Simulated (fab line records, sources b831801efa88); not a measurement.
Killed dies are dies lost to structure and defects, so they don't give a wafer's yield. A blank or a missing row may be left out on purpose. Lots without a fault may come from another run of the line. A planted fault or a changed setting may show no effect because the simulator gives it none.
Which tool did it? | flow sky130 | 14 lots, 42 wafers sampled, at 1 step of a route of 708

WHAT THE GAUGES READ, wafer by wafer
SKY_METAL1_CD_MEAS_15: target cd 140 nm. Usual: cd_nm 140.1 nm, standard deviation 1.3.
lot  | measured     | on        | cd_nm (nm)        | flag
L941 | day 32 22:42 | cd_sem-02 | 137.7 139.3 138.7 |
L943 | day 33 20:36 | cd_sem-01 | 139.7 138.7 138.8 |
L945 | day 34 05:46 | cd_sem-02 | 140.9 141.4 139.9 |
L944 | day 34 08:25 | cd_sem-02 | 140.8 141.2 140.9 |
L946 | day 34 10:45 | cd_sem-01 | 139.2 138.2 138.7 |
L948 | day 35 12:09 | cd_sem-02 | 141.1 139.2 140.0 |
L957 | day 37 18:14 | cd_sem-02 | 138.5 140.3 140.9 |
L958 | day 38 04:41 | cd_sem-01 | 139.6 138.5 140.4 |
L959 | day 38 13:59 | cd_sem-02 | 138.1 137.4 138.2 |
L960 | day 38 21:19 | cd_sem-02 | 139.0 139.5 139.0 |
L961 | day 38 22:00 | cd_sem-02 | 141.4 140.8 140.7 |
L962 | day 39 07:00 | cd_sem-01 | 141.4 141.4 141.5 |
L963 | day 39 09:52 | cd_sem-01 | 140.4 140.0 138.8 |
L964 | day 39 19:50 | cd_sem-02 | 140.3 140.3 140.2 |

WHICH TOOL RAN EACH LOT (tool, then ch and the chambers of the sampled wafers, then the start)
The record holds no process step before these readings.

WHAT THE TOOLS THEMSELVES READ (means of the sampled wafers that have a number; where no wafer has one, the mark that the record gives instead)
The record holds no such reading with a usual standard deviation.

THE ANSWER, worked out from the rows above alone
Rule: a lot is off if the mean of its wafers that have a number lies more than 3 standard deviations from the usual mean. A lot without any number at a reading at which 4 lots or more have one is off too. The other lots that the step has rows for count as sound. The gauges are gone through in route order, then the tools' own readings, and for those a lot's mean is taken as printed above. The first step at which some lot is off is used, and at that step the reading that is off furthest; a lot without a number counts as furthest.
No lot is off at any reading shown: from this, nothing can be told.

WHAT THE SIMULATOR HAD PUT IN
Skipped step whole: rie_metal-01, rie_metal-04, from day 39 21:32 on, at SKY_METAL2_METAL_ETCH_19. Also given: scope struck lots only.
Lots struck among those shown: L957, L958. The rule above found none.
